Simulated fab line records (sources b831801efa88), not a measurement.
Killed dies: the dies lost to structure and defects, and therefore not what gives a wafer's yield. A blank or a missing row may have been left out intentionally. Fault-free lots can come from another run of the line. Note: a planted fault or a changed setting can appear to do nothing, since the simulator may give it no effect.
Chamber matching    flow gf180mcu    GF_V3_CVD_02 on pecvd-01: 3 sister chambers
The step deposits SiO2 from TEOS, target thk 850 nm, time 94.851 s. 6 wafers are shown with their chamber, then 10 later ones without.

## WAFERS WITH THEIR CHAMBER
wafer   chamber  heater power w (W)
L083.3  2        569
L083.5  2        621
L085.6  0        597
L086.6  0        739
L087.1  1        646
L087.4  1        536

## WAFERS MISSING THEIR CHAMBER
wafer   heater power w (W)
L087.6  602
L089.1  674
L089.2  531
L089.4  579
L094.1  541
L094.5  528
L094.6  594
L095.1  664
L095.2  650
L095.4  506

## CHAMBER TAKEN BY EACH
wafer   from the rows above           in truth
L087.6  can't be placed: 2 or 1 or 0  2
L089.1  can't be placed: 0 or 2 or 1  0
L089.2  can't be placed: 1 or 2 or 0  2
L089.4  can't be placed: 1 or 2 or 0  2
L094.1  can't be placed: 1 or 2 or 0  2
L094.5  can't be placed: 1 or 2 or 0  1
L094.6  can't be placed: 2 or 1 or 0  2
L095.1  can't be placed: 0 or 2 or 1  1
L095.2  can't be placed: 0 or 2 or 1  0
L095.4  can't be placed: 1 or 2 or 0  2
Correct placement for 0 of the 10. Unplaceable from these rows: 10, with the true chamber sitting among the candidates in 10. Number placed wrongly: 0.
How it was worked out, from the rows above alone: a wafer's distance from a chamber is the root of the sum, over the readings, of the square of ((its reading less the chamber's mean) divided by the reading's scatter). The wafer belongs to the nearest chamber; if the next one is less than 2 further off, it can't be placed. A chamber's mean is the mean of its shown wafers. The scatter: take each reading less its chamber's mean, square it, sum over the shown wafers, divide by the number of wafers less the number of chambers, and take the root.
